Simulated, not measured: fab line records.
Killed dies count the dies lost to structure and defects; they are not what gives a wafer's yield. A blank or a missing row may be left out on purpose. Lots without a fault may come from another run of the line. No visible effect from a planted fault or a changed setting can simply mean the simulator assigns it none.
The tool behind it: which one? | flow sky130 | 12 lots, 35 wafers sampled, at 3 steps of a route of 708

WHAT EACH GAUGE READ, for each wafer
SKY_SONOS_ONO_THK_MEAS_05. Usual: SONOS_ONO_CVD_04_THK 5.66 nm, standard deviation 0.092.
lot  | measured     | on            | SONOS_ONO_CVD_04_THK (nm) | flag
L981 | day 11 17:38 | film-metro-02 | 5.78 5.78 5.87            |
L983 | day 12 15:13 | film-metro-02 | 5.63 5.64 5.58            |
L984 | day 12 21:08 | film-metro-02 | 5.67 5.54 5.52            |
L985 | day 13 04:11 | film-metro-03 | 5.56 5.67 5.75            |
L986 | day 13 11:19 | film-metro-02 | 5.70 5.75 5.76            |
L988 | day 14 02:29 | film-metro-02 | 5.56 5.52 5.57            |
L989 | day 14 09:57 | film-metro-02 | 5.65 5.60 5.72            |
L990 | day 14 21:24 | film-metro-01 | 5.78 5.77 5.75            |
L991 | day 15 02:49 | film-metro-02 | 5.65 5.68 5.65            |
L101 | day 18 21:53 | film-metro-03 | 5.54 5.62                 |
L102 | day 19 07:10 | film-metro-01 | 5.58 5.53 5.66            |
L103 | day 19 10:01 | film-metro-03 | 5.76 5.83 5.65            |

SKY_VIA1_OVL_MEAS_13. Usual: VIA1_OVL 1 nm, standard deviation 6.1.
lot  | measured     | on         | VIA1_OVL (nm) | flag
L981 | day 33 19:46 | overlay-02 | -7 -1 0       |
L983 | day 34 22:01 | overlay-01 | 14 5 3        |
L984 | day 35 03:43 | overlay-02 | -2 10 1       |
L985 | day 35 10:10 | overlay-01 | -2 2 -4       |
L986 | day 35 20:35 | overlay-01 | 11 3 2        |
L988 | day 36 12:11 | overlay-01 | -2 -4 1       |
L989 | day 36 15:53 | overlay-02 | 5 8 5         |
L990 | day 37 03:24 | overlay-02 | 1 -2 -2       |
L991 | day 37 10:10 | overlay-02 | -4 -7 -8      |
L101 | day 40 12:53 | overlay-02 | 3 2           |
L102 | day 40 21:55 | overlay-02 | 0 -6 -4       |
L103 | day 41 01:22 | overlay-01 | -3 -9 2       |

SKY_VIA2_THK_MEAS_01. Usual: VIA2_HDPCVD_THK 1181 nm, standard deviation 9.4.
lot  | measured     | on            | VIA2_HDPCVD_THK (nm) | flag
L981 | day 35 01:22 | film-metro-03 | 1151 1159 1172       |
L983 | day 36 03:32 | film-metro-01 | 1184 1176 1179       |
L984 | day 36 08:28 | film-metro-02 | 1182 1176 1175       |
L985 | day 36 14:58 | film-metro-03 | 1188 1189 1181       |
L986 | day 37 01:20 | film-metro-01 | 1189 1186 1183       |
L988 | day 37 16:25 | film-metro-02 | 1193 1181 1176       |
L989 | day 37 20:34 | film-metro-03 | 1162 1173 1179       |
L990 | day 38 07:58 | film-metro-02 | 1182 1176 1184       |
L991 | day 38 14:16 | film-metro-03 | 1198 1177 1183       |
L101 | day 41 14:55 | film-metro-01 | 1180 1175            |
L102 | day 41 23:56 | film-metro-01 | 1191 1192 1183       |
L103 | day 42 03:48 | film-metro-03 | 1164 1177 1173       |

WHAT TOOL EACH LOT RAN ON (gives the tool, then ch and the chambers of the sampled wafers, and finally the start)
No process step before these readings appears in the record.

AS READ BY THE TOOLS THEMSELVES (means over the sampled wafers that have a number; for cases with no such wafer, the mark the record gives instead)
The record holds no such reading with a usual standard deviation.

THE ANSWER, worked out from the rows above alone
Rule: lot off if the mean of its wafers having a number is beyond 3 standard deviations from the usual mean. Also off: a lot with no number at a reading for which 4 or more lots have one. The other lots that the step has rows for count as sound. First the gauges in route order, then the tools' own readings, where a lot's mean is used as printed above. The first step at which some lot is off is used, and at that step the reading that is off furthest; a lot without a number counts as furthest.
No lot is off on any of the readings shown, so nothing can be concluded from this.

WHAT THE SIMULATOR HAD INSERTED
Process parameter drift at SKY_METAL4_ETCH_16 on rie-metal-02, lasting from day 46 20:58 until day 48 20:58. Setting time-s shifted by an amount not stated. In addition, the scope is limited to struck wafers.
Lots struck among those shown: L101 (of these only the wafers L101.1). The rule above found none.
